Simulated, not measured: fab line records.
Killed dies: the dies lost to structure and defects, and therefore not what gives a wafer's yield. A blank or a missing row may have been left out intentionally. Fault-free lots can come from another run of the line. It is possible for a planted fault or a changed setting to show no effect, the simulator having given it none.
Struck lot and sound lot, side by side    flow gf180mcu    14 steps out of a route of 602
Sound: wafers L450.2, L450.3, L450.5. Struck: wafers L455.1, L455.4, L455.6. The cause is given at the end.
At each step with rows: each side's tool, then ch and its chambers, then its first start. Under that, the readings that differ: sound wafers    struck wafers    difference of the means    sigmas: that difference in standard deviations of wafers without a fault.
alike: a reading whose means differ by less than 2 such deviations, as well as words and numbers matching on both sides. not compared: withheld readings; readings where some wafer has no value; bounds like >300 that might hide an equal value; numbers whose values overlap and for which the record gives no deviation.
Wherever a step has rows on one side only, a row that says differs or no value, or a row with sigmas, the two part there. Numbers that don't overlap but have no deviation are shown without sigmas and don't part them. A reading missing from all wafers of one side parts the sides only when that side holds two or more wafers.

GF_M2_SPUTTER_01: material TiN, target thk 30 nm, time 25 s.
  sound on pvd_sputter-04, day 19 07:43; struck on pvd_sputter-04, day 20 22:47
  alike: throttle_valve_pct
GF_M2_SPUTTER_02: material AlCu, target thk 450 nm, time 23.9 s.
  sound on pvd_sputter-04, day 19 07:45; struck on pvd_sputter-04, day 20 22:49
  alike: throttle_valve_pct
GF_M2_SPUTTER_03: material Ti, target thk 10 nm, time 6.7 s.
  sound on pvd_sputter-04, day 19 07:47; struck on pvd_sputter-04, day 20 22:51
  alike: substrate_temp_c, throttle_valve_pct
GF_M2_SPUTTER_04: material TiN, target thk 50 nm, time 41.7 s.
  sound on pvd_sputter-04, day 19 07:48; struck on pvd_sputter-04, day 20 22:53
  alike: throttle_valve_pct
GF_M2_RS_MEAS_05: uses a four-point probe to measure.
  sound on film_metro-02, day 19 07:52; struck on film_metro-01, day 20 22:55
  alike: M2_ALCU_RS
GF_M2_THK_MEAS_06: measures by xrf.
  sound on film_metro-02, day 19 07:58; struck on film_metro-01, day 20 23:02
  alike: M2_ALCU_THK
then, 6 steps without rows for these wafers: GF_M2_DEHYDRATE_07 (time 60 s); GF_M2_HMDS_08 (prime time 60 s); GF_M2_COAT_09 (resist thk 1000 nm); GF_M2_SOFTBAKE_10 (time 60 s); GF_M2_EXPOSE_11 (exposes mask Metal2, target cd 280 nm); GF_M2_PEB_12 (peb time 90 s).
GF_M2_DEVELOP_13: develop time 60 s.
  struck on litho_track-01, day 21 22:32; sound on litho_track-02 ch 0, day 20 08:18
  no value came back on the struck wafers for chill_plate_temp_C (C), develop_time_s (s); on the sound wafers chill_plate_temp_C (C) reads 23.11 23.03 23.01
reading                              sound            struck          difference  sigmas
model.KrF_of_M2_COAT_09.thk_nm (nm)  987.5 989 987.5  1006 1005 1003  +17         
GF_M2_CD_MEAS_14 targets a cd of 280 nm.
  sound on cd_sem-01, day 20 08:26; struck on cd_sem-02, day 21 22:41
reading     sound              struck  difference                     sigmas
cd_nm (nm)  279.7 278.1 279.9  - - -   no value on the struck wafers  

WHERE THEY PART
First at GF_M2_DEVELOP_13; last, within this record, at GF_M2_CD_MEAS_14.

WHY: what the simulator had put in
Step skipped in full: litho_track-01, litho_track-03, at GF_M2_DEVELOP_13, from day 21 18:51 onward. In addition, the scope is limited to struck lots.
